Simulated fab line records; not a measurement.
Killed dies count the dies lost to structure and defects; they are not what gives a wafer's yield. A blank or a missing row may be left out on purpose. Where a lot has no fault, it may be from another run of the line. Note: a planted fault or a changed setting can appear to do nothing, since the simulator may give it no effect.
fab line records -- flow sky130
[record] lots = 4, wafers = 12, last_day = 49
route steps=708 shown VIA3@593 METAL4@598 CAP2M@603 PAD_OPEN@708
lots with no fault: from the same line, run without faults
start_h: the number of hours between the record's first day and the start of the first shown wafer of the lot -- wait_h: how many hours have passed since the lot's step before this one -- " unchanged from the row above -- L1.1+2: a row that stands for several wafers -- - no value, or no start was given -- * or withheld: withheld -- < > ~ a bound
route shown NAME@n: NAME is a module with steps in the file, n the number in the route of the first one -- usual: mean and standard deviation over wafers with no fault -- same: alike in all rows -- chamber/n: place in a boat -- sites: the reading at each site -- _std_site: standard deviation across them -- _edge_site: the outer-site mean with the inner-site mean subtracted -- radius_mm: for every site, how far away it sits from the centre of the wafer -- mask NAME#n: copy n -- behind: tool/chamber where the wafer was last shaped -- hold: reason for holding the lot/hours on hold/outcome of the hold -- device: transistor that didn't switch, given as n, p or np -- end of line: the route-end tests of the same wafers -- step lacking rows: just its recipe -- killed: count of dies lost to structure and defects at first sort (not the wafer's yield) -- map: the dies of a wafer, with x for killed, . for not killed, _ for no die there
set.NAME: the setting as run; set.NAME@STEP: as run at that earlier step -- model.NAME: the simulator's own value behind a step, which no gauge read
lots seen at some steps along the route; tables by step, rows by wafer
services: from which hour (start_h, from the record's first day; less than 0 if before it) a tool's chamber was out of use, for how many hours, and why
[[steps]]
[step SKY_VIA3_SPUTTER_20]
[recipe] material = TiN, target_thk_nm = 20, chamber_pressure_pa = 5, power_w = 4000, time_s = 80
[step SKY_VIA3_CVD_21]
[recipe] material = W, target_thk_nm = 390, time_s = 117.31, temp_c = 400, pressure_torr = 40
[step SKY_VIA3_CMP_24]
[recipe] stop_on = SiO2, t_overpolish_s = 20, down_force_psi = 3.5, platen_rpm = 60, target_thk_nm = 0, pad_velocity_m_s = 0.94248
[step SKY_METAL4_SPUTTER_00]
[recipe] material = Ti, target_thk_nm = 15, power_w = 3000, time_s = 10, chamber_pressure_pa = 0.4
[step SKY_METAL4_SPUTTER_01]
[recipe] material = TiN, target_thk_nm = 20, power_w = 6500, time_s = 16.7, chamber_pressure_pa = 0.4
[step SKY_METAL4_SPUTTER_02]
[recipe] material = AlCu, target_thk_nm = 735, power_w = 10600, time_s = 39.1, chamber_pressure_pa = 0.4
[step SKY_METAL4_SPUTTER_03]
[recipe] material = Ti, target_thk_nm = 5, power_w = 3000, time_s = 3.3, chamber_pressure_pa = 0.4
[step SKY_METAL4_SPUTTER_04]
[recipe] material = TiN, target_thk_nm = 70, power_w = 6500, time_s = 58.3, chamber_pressure_pa = 0.4
[step SKY_CAP2M_CVD_00]
[recipe] material = SiO2, target_thk_nm = 15.5, temp_c = 400, time_s = withheld, rf_w = 450
[step SKY_CAP2M_SPUTTER_02]
[recipe] material = TiN, target_thk_nm = 200, temp_c = 300, power_w = 6500, time_s = 166.7, chamber_pressure_pa = 0.4
[usual] cathode_dc_power_W = 6499.9/1.2, throttle_valve_pct = 30.2/0.55
lot.wafer,tool,chamber,start_h,wait_h,cathode_dc_power_W,throttle_valve_pct,model.TiN_of_CAP2M_SPUTTER_02.thk_nm
L417.2,pvd_sputter-01,-,960.80,0.0,6498.6,29.3,196.2
L417.3,pvd_sputter-01,-,960.80,0.0,6502.6,29.9,197.4
L417.4,pvd_sputter-01,-,960.80,0.0,6498.6,30.3,197.1
L420.3,pvd_sputter-01,-,985.01,0.0,5172.0,29.4,155.6
L420.4,pvd_sputter-01,-,985.01,0.0,5171.8,30.1,156.5
L420.6,pvd_sputter-01,-,985.01,0.0,5173.6,29.2,157.6
L423.1,pvd_sputter-01,-,1007.42,0.1,5173.6,30.0,156.9
L423.3,pvd_sputter-01,-,1007.42,0.1,5173.6,30.2,158.5
L423.5,pvd_sputter-01,-,1007.42,0.1,5172.2,29.9,156.6
L431.1,pvd_sputter-03,-,1058.79,0.1,6499.9,29.9,201
L431.4,pvd_sputter-03,-,1058.79,0.1,6501.4,30.8,201.4
L431.5,pvd_sputter-03,-,1058.79,0.1,6500.1,30.8,199.6
[step SKY_CAP2M_RS_MEAS_03]
[recipe] thk_meas_gauge = four-point-probe, reads = TiN_of_CAP2M_SPUTTER_02
[usual] CAP2M_TIN_RS = 6.91/0.068
lot.wafer,tool,chamber,start_h,wait_h,CAP2M_TIN_RS[ohm/sq]
L417.2,film_metro-01,-,960.92,0.1,7.02
L417.3,film_metro-01,-,960.92,0.1,7.00
L417.4,film_metro-01,-,960.92,0.1,6.99
L420.3,film_metro-02,-,985.16,0.1,8.94
L420.4,film_metro-02,-,985.16,0.1,8.88
L420.6,film_metro-02,-,985.16,0.1,8.82
L423.1,film_metro-04,-,1007.53,0.1,8.87
L423.3,film_metro-04,-,1007.53,0.1,8.78
L423.5,film_metro-04,-,1007.53,0.1,8.89
L431.1,film_metro-04,-,1058.90,0.1,6.88
L431.4,film_metro-04,-,1058.90,0.1,6.86
L431.5,film_metro-04,-,1058.90,0.1,6.90
[step SKY_CAP2M_THK_MEAS_04]
[recipe] thk_meas_gauge = xrf, reads = TiN_of_CAP2M_SPUTTER_02
[usual] CAP2M_TIN_THK = 205.3/2.8
lot.wafer,tool,chamber,start_h,wait_h,CAP2M_TIN_THK[nm]
L417.2,film_metro-01,-,961.03,0.1,202.8
L417.3,film_metro-01,-,961.03,0.1,203.8
L417.4,film_metro-01,-,961.03,0.1,203.6
L420.3,film_metro-02,-,985.26,0.1,158.8
L420.4,film_metro-02,-,985.26,0.1,159.6
L420.6,film_metro-02,-,985.26,0.1,160.6
L423.1,film_metro-04,-,1007.65,0.1,160.7
L423.3,film_metro-04,-,1007.65,0.1,162.4
L423.5,film_metro-04,-,1007.65,0.1,160.5
L431.1,film_metro-04,-,1059.02,0.1,208.5
L431.4,film_metro-04,-,1059.02,0.1,208.8
L431.5,film_metro-04,-,1059.02,0.1,206.4
[step SKY_CAP2M_DEHYDRATE_05]
[recipe] temp_c = 200, time_s = 60
[step SKY_CAP2M_HMDS_06]
[recipe] prime_time_s = 60, prime_temp_c = 120
[step SKY_CAP2M_COAT_07]
[recipe] resist = NOVOLAK, spin_rpm = 3000, resist_thk_nm = 1140
[step SKY_CAP2M_SOFTBAKE_08]
[recipe] temp_c = 90, time_s = 60, resist = NOVOLAK
[step SKY_CAP2M_EXPOSE_09]
[recipe] mask_id = CAP2M, na = 0.6, source_shape = conventional, sigma_outer = 0.6, polarization = unpolarized, target_cd_nm = 1000, dose_mj = 159
[step SKY_CAP2M_PEB_10]
[recipe] temp_c = withheld, time_s = *, resist = NOVOLAK
[step SKY_CAP2M_DEVELOP_11]
[recipe] resist = NOVOLAK, developer = TMAH, develop_time_s = 60, dev_temp_c = 23
[step SKY_CAP2M_METAL_ETCH_13]
[recipe] target_depth_nm = 220, stop_on = SiO2, chemistry = Cl2/BCl3, target = TiN, pressure_mtorr = 10, icp_w = 900, bias_w = 48.5, Cl2_flow_sccm = 60, bcl3_flow_sccm = 30, time_s = 62.9
[usual] drypump_motor_current_A = 5.6/0.4, oes_product_au = 0.941/0.0069, throttle_valve_pct = 21.902/0.01
lot.wafer,tool,chamber,start_h,wait_h,drypump_motor_current_A,oes_product_au,rf_hours_counter_h,throttle_valve_pct
L417.2,rie_metal-04,0,984.98,0.0,6.2,0.937,14,21.905
L417.3,rie_metal-04,0,984.98,0.0,6.1,0.933,-,21.904
L417.4,rie_metal-04,1,984.98,0.0,5.2,0.937,-,21.913
L420.3,rie_metal-04,1,1008.10,0.0,5.2,0.816,-,21.990
L420.4,rie_metal-04,0,1008.10,0.0,6.1,0.819,-,21.968
L420.6,rie_metal-04,0,1008.10,0.0,6.1,0.818,-,21.987
L423.1,rie_metal-04,1,1029.63,0.0,5.2,0.827,5,21.977
L423.3,rie_metal-04,0,1029.63,0.0,6.0,0.828,-,21.979
L423.5,rie_metal-04,0,1029.63,0.0,6.0,0.816,-,21.983
L431.1,rie_metal-01,0,1080.18,0.0,5.6,0.943,12,21.906
L431.4,rie_metal-01,0,1080.18,0.0,5.6,0.941,-,21.884
L431.5,rie_metal-01,1,1080.18,0.0,5.4,0.939,-,21.905
[step SKY_CAP2M_STRIP_14]
[recipe] chemistry = O2/N2, power_w = 1400, pressure_mtorr = 1500, platen_temp_c = withheld, o2_flow_sccm = 3000, n2_flow_sccm = 300, overash_fraction = 0.5
[step SKY_CAP2M_STRIP_15]
[recipe] chemistry = post_etch_residue_remover, time_s = 1200, temp_c = 72.5
[step SKY_CAP2M_CLEAN_16]
[recipe] chemistry = IPA, time_s = 180, temp_c = 25
[step SKY_CAP2M_CLEAN_17]
[recipe] chemistry = O3/DIW, dry = n2_spin
[step SKY_METAL4_DEHYDRATE_05]
[recipe] temp_c = 200, time_s = 60
[step SKY_METAL4_HMDS_06]
[recipe] prime_time_s = 60, prime_temp_c = 120
[step SKY_METAL4_COAT_07]
[recipe] resist = BARC, temp_c = withheld, time_s = withheld, spin_rpm = 3000, resist_thk_nm = 60
[step SKY_METAL4_COAT_08]
[recipe] resist = KrF-thick, spin_rpm = 3000, resist_thk_nm = 1140
[step SKY_METAL4_SOFTBAKE_09]
[recipe] temp_c = 100, time_s = 90, resist = KrF-thick
[step SKY_METAL4_EXPOSE_10]
[recipe] mask_id = MM4, na = 0.68, source_shape = annular, sigma_inner = 0.4, sigma_outer = 0.8, target_cd_nm = 300, dose_mj = 28
[step SKY_METAL4_PEB_11]
[recipe] peb_temp_c = withheld, peb_time_s = withheld, resist = KrF-thick
[step SKY_METAL4_DEVELOP_12]
[recipe] develop_time_s = 60, resist = KrF-thick, dev_temp_c = 21
[step SKY_METAL4_DESCUM_15]
[recipe] chemistry = O2, source_power_w = 150, bias_power_w = 0, pressure_mtorr = 10, temp_c = 40, time_s = 8
[step SKY_METAL4_ETCH_16]
[recipe] chemistry = N2/H2, target = BARC, ion_energy_ev = 200, bias_w = 100, pressure_mtorr = 30, n2_flow_sccm = 100, h2_flow_sccm = 200, icp_w = 500, stop_on = SiO2, time_s = 88.2, target_depth_a = 600
[step SKY_METAL4_ETCH_17]
[recipe] target = SiO2, stop_on = TiN, chemistry = C4F8/O2/Ar, source_w = 1500, bias_w = 1200, pressure_mtorr = 40, c4f8_flow_sccm = withheld, O2_flow_sccm = 6, Ar_flow_sccm = 300, time_s = 3.9, target_depth_a = 150
[step SKY_METAL4_METAL_ETCH_18]
[recipe] target_depth_a = 8450, stop_on = SiO2, over_etch_frac = 0.3, time_s = 183.1, chemistry = Cl2/BCl3, resist_sidewall_deg = 88, pressure_mtorr = 10, icp_w = 900, bias_w = 48.5, Cl2_flow_sccm = 60, bcl3_flow_sccm = 30
[step SKY_METAL4_STRIP_20]
[recipe] chemistry = post_etch_residue_remover, time_s = 1200, temp_c = 72.5
lot.wafer,tool,chamber,start_h,wait_h,model.TiN_of_CAP2M_SPUTTER_02.thk_nm
L417.2,wet_bench-02,0,1009.63,0.1,195.4
L417.3,wet_bench-02,0,1009.63,0.1,196.6
L417.4,wet_bench-02,0,1009.63,0.1,196.3
L420.3,wet_bench-02,2,1032.01,0.0,154.8
L420.4,wet_bench-02,2,1032.01,0.0,155.6
L420.6,wet_bench-02,2,1032.01,0.0,156.7
L423.1,wet_bench-03,3,1052.28,0.1,156
L423.3,wet_bench-03,3,1052.28,0.1,157.6
L423.5,wet_bench-03,3,1052.28,0.1,155.7
L431.1,wet_bench-02,2,1102.23,0.1,200.2
L431.4,wet_bench-02,2,1102.23,0.1,200.5
L431.5,wet_bench-02,2,1102.23,0.1,198.8
[step SKY_PAD_OPEN_PROBE_99]
[usual] defect_limited_yield = 82.2/1.9, killed_at_M0_to_M3 = 45/7.3, killed_at_M4_up = 3.1/1.7, killed_at_contacts = 25/5.1, killed_at_front_end = 15/4.5, killed_at_other = 0.3/0.56, killed_dies = 88/9.4, killed_open = 47/6.6, killed_short = 40/6.9, sort_bin_3_pad_short = 0.9/0.46, sort_bin_5_function = 10.5/1.5, sort_bin_6_memory = 6.4/1.1, sort_n_pass = 404/9.4, sort_yield_pct = 82.2/1.9
[same] gross_dies = 492, killed_at_back_side = 0, sort_bin_4_leakage[%] = 0, sort_bin_8_speed[%] = 0
lot.wafer,tool,chamber,start_h,wait_h,defect_limited_yield[%],killed_at_M0_to_M3,killed_at_M4_up,killed_at_contacts,killed_at_front_end,killed_at_other,killed_dies,killed_open,killed_short,sort_bin_3_pad_short[%],sort_bin_5_function[%],sort_bin_6_memory[%],sort_n_pass,sort_yield_pct[%],model.etest.cap_mim2.plate_ohm_sq,model.etest.cap_mim2.bv_v,model.etest.cap_mim2.leak_log10_a_cm2
L417.2,prober-01,-,1101.51,0.1,80.5,50,2,33,11,0,96,50,46,2.0,10.2,7.3,396,80.5,6.096,14.29,-9.006
L417.3,prober-01,-,1101.56,0.2,82.5,45,3,17,21,0,86,48,38,0.6,10.4,6.5,406,82.5,6.109,14.41,-9.159
L417.4,prober-01,-,1101.61,0.2,84.3,44,3,22,8,0,77,43,34,0.4,10.6,4.7,415,84.3,6.033,13.62,-8.904
L420.3,prober-01,-,1120.97,0.2,79.3,57,2,25,17,1,102,54,47,1.0,12.6,7.1,390,79.3,7.703,12.43,-8.308
L420.4,prober-01,-,1121.02,0.2,81.3,40,5,30,17,0,92,52,40,0.4,10.2,8.1,400,81.3,7.667,12.9,-8.442
L420.6,prober-01,-,1121.12,0.2,82.5,40,4,27,14,1,86,47,38,0.8,11.2,5.5,406,82.5,7.586,12.58,-8.543
L423.1,prober-02,-,1138.62,0.1,84.3,38,3,20,15,1,77,45,31,1.0,8.3,6.3,415,84.3,7.599,12.32,-8.4
L423.3,prober-02,-,1138.72,0.2,85.8,34,3,23,10,0,70,39,31,0.2,10.2,3.9,422,85.8,7.582,13.26,-8.567
L423.5,prober-02,-,1138.82,0.2,82.7,35,6,35,9,0,85,45,40,1.4,9.3,6.5,407,82.7,7.598,12.51,-8.403
L431.1,prober-02,-,1181.17,0.1,82.1,40,5,25,18,0,88,49,39,1.2,10.6,6.1,404,82.1,5.95,13.71,-9.046
L431.4,prober-02,-,1181.32,0.2,85.0,41,4,20,8,1,74,44,30,0.2,9.1,5.7,418,85.0,5.975,14.54,-9.004
L431.5,prober-02,-,1181.37,0.2,82.1,53,1,25,9,0,88,44,43,1.0,11.0,5.9,404,82.1,6.061,13.91,-9.018
// killed by level:class
L417.2 LI_CONTACT:geometric_particle:open=12 VIA1:geometric_particle:open=9 CONTACT:geometric_particle:open=8 VIA3:geometric_particle:open=8 VIA1:geometric_particle:short=7 METAL2:geometric_particle:short=6 METAL1:geometric_particle:short=5 CONTACT:geometric_particle:short=5
L417.3 VIA1:geometric_particle:open=13 POLY_GATE:geometric_particle:open=8 VIA2:geometric_particle:open=7 FIELD_ISO:geometric_particle:short=5 METAL1:geometric_particle:short=5 METAL2:geometric_particle:short=5 VIA3:geometric_particle:open=5 LI_CONTACT:geometric_particle:short=4
L417.4 CONTACT:geometric_particle:open=13 VIA1:geometric_particle:open=9 VIA3:geometric_particle:open=9 METAL2:geometric_particle:short=6 VIA1:geometric_particle:short=4 VIA2:geometric_particle:short=4 VIA2:geometric_particle:open=4 FIELD_ISO:geometric_particle:short=3
L420.3 CONTACT:geometric_particle:open=10 VIA1:geometric_particle:open=10 METAL2:geometric_particle:short=9 VIA3:geometric_particle:open=9 VIA1:geometric_particle:short=8 METAL1:geometric_particle:short=7 FIELD_ISO:geometric_particle:open=6 LI_CONTACT:geometric_particle:open=6
L420.4 CONTACT:geometric_particle:open=10 LI_CONTACT:geometric_particle:open=8 VIA1:geometric_particle:open=8 VIA2:geometric_particle:open=6 METAL1:geometric_particle:short=5 VIA3:geometric_particle:short=4 FIELD_ISO:geometric_particle:open=4 LOCAL_INTERCONNECT:geometric_particle:short=4
L420.6 VIA1:geometric_particle:open=13 CONTACT:geometric_particle:short=8 POLY_GATE:geometric_particle:open=6 VIA1:geometric_particle:short=6 CONTACT:geometric_particle:open=5 VIA2:geometric_particle:open=5 LI_CONTACT:geometric_particle:short=4 LOCAL_INTERCONNECT:geometric_particle:short=4
L423.1 LI_CONTACT:geometric_particle:open=8 VIA2:geometric_particle:open=8 CONTACT:geometric_particle:open=6 VIA1:geometric_particle:short=5 VIA1:geometric_particle:open=5 METAL2:geometric_particle:short=5 FIELD_ISO:geometric_particle:open=4 LOCAL_INTERCONNECT:geometric_particle:short=4
L423.3 VIA1:geometric_particle:open=11 CONTACT:geometric_particle:open=10 METAL2:geometric_particle:short=8 METAL1:geometric_particle:short=7 LI_CONTACT:geometric_particle:open=5 FIELD_ISO:geometric_particle:short=3 FIELD_ISO:geometric_particle:open=3 VIA2:geometric_particle:open=3
L423.5 CONTACT:geometric_particle:open=14 VIA1:geometric_particle:open=9 LI_CONTACT:geometric_particle:open=8 CONTACT:geometric_particle:short=6 VIA2:geometric_particle:short=5 LOCAL_INTERCONNECT:geometric_particle:short=5 VIA1:geometric_particle:short=5 METAL1:geometric_particle:short=4
L431.1 VIA1:geometric_particle:open=11 LI_CONTACT:geometric_particle:open=9 CONTACT:geometric_particle:open=9 VIA3:geometric_particle:open=8 FIELD_ISO:geometric_particle:short=6 FIELD_ISO:geometric_particle:open=5 METAL1:geometric_particle:short=5 METAL4:geometric_particle:short=5
L431.4 VIA1:geometric_particle:open=13 VIA2:geometric_particle:open=7 LI_CONTACT:geometric_particle:open=6 METAL1:geometric_particle:short=6 CONTACT:geometric_particle:short=5 CONTACT:geometric_particle:open=5 FIELD_ISO:geometric_particle:open=4 METAL2:geometric_particle:short=3
L431.5 VIA1:geometric_particle:open=13 METAL2:geometric_particle:short=9 VIA3:geometric_particle:open=9 CONTACT:geometric_particle:open=8 CONTACT:geometric_particle:short=5 METAL3:geometric_particle:short=5 METAL1:geometric_particle:short=5 POLY_GATE:geometric_particle:open=4
[[services]]
tool,chamber,start_h,hours,kind
rie_metal-01,-,946.37,10.0,pm
rie_metal-01,-,970.27,15.6,pm
wet_bench-03,-,983.02,1.9,pm
rie_metal-01,0,1054.41,21.0,repair
rie_metal-01,-,1092.36,2.8,pm
[[key]]
[first_sign] step = SKY_CAP2M_SPUTTER_02, reading = cathode_dc_power_W, direction = down, sigmas = 99+, usual = 6499.9, struck = 5172.8
[effect] step = SKY_CAP2M_RS_MEAS_03, reading = CAP2M_TIN_RS, direction = up, sigmas = 29, usual = 6.91, struck = 8.86
[effect] step = SKY_CAP2M_THK_MEAS_04, reading = CAP2M_TIN_THK, direction = down, sigmas = 16, usual = 205.3, struck = 160.4
[effect] step = SKY_CAP2M_METAL_ETCH_13, reading = oes_product_au, direction = down, sigmas = 17, usual = 0.941, struck = 0.821
[model_effect] step = SKY_CAP2M_SPUTTER_02, value = TiN_of_CAP2M_SPUTTER_02.thk_nm, without = 197.8, struck = 156.9
[model_effect] step = SKY_METAL4_STRIP_20, value = TiN_of_CAP2M_SPUTTER_02.thk_nm, without = 196.9, struck = 156.1
[model_effect] step = SKY_PAD_OPEN_PROBE_99, value = etest.cap_mim2.plate_ohm_sq, without = 6.048, struck = 7.622
met_at SKY_CAP2M_SPUTTER_02
struck_wafers L420.3,L420.4,L420.6,L423.1,L423.3,L423.5
onset_between 960.80 985.01
[fault] kind = process_parameter_drift, tool = pvd_sputter-01, chamber = -, onset_h = 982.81, steps = SKY_CAP2M_SPUTTER_02, channel = power_w, offset = *, shape = step, end_h = 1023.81, acts_in = *, stated = *
